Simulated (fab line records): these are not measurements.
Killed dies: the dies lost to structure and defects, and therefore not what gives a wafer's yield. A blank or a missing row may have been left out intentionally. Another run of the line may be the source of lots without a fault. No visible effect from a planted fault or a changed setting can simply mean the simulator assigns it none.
Which tool is to blame? ; flow sky130 ; 18 wafers from 6 lots sampled at 3 of the route's 708 steps

## WHAT EACH GAUGE READ, for each wafer
SKY_VIA1_CD_MEAS_12: the cd target is 150 nm.
lot;measured;on;cdNm (nm)
L790;day 34 20:04;cdSem-02;151.8 152.8 152.7
L798;day 37 02:11;cdSem-01;150.3 149.4 150.0
L802;day 38 06:56;cdSem-02;151.2 149.8 147.8
L804;day 38 23:55;cdSem-01;150.2 152.1 152.3
L807;day 39 12:35;cdSem-02;149.5 152.0 149.7
L811;day 41 02:00;cdSem-02;148.9 147.9 149.0

## EACH LOT AND THE TOOL THAT RAN IT (in order: tool; ch and the chambers of the sampled wafers; start)
lot;SKY_METAL1_SPUTTER_01;SKY_VIA1_SOFTBAKE_08
L790;pvdSputter-02, day 32 12:53;lithoTrack-03 ch 0, day 34 07:00
L798;pvdSputter-03, day 34 20:57;lithoTrack-04 ch 0, day 36 13:00
L802;pvdSputter-03, day 36 01:38;lithoTrack-02 ch 0, day 37 18:00
L804;pvdSputter-02, day 36 18:48;lithoTrack-02 ch 0, day 38 10:00
L807;pvdSputter-02, day 37 08:46;lithoTrack-02 ch 0, day 39 00:00
L811;pvdSputter-03, day 38 23:21;lithoTrack-03 ch 0, day 40 13:00
- SKY_METAL1_SPUTTER_01: material TiN, target thk 20 nm, time 16.7 s.
- SKY_VIA1_SOFTBAKE_08: time 90 s.

## THE ANSWER, worked out from the rows above alone
Rule: usual is defined by the lots themselves. The widest of any qualifying gaps counts: lots, ordered by their means at a reading, are off when they make up no more than a third of the lots, leave a main group of 4 or more, and stand apart from it by 3 or more times the standard deviation of that group's means. A main group is skipped when, at the precision printed for the reading in the tables above, its means are all equal. Also off: a lot with no number at a reading for which 4 or more lots have one. The other lots that the step has rows for count as sound.
None of the lots is off at any reading shown; this tells nothing.

## WHAT WAS PUT IN BY THE SIMULATOR
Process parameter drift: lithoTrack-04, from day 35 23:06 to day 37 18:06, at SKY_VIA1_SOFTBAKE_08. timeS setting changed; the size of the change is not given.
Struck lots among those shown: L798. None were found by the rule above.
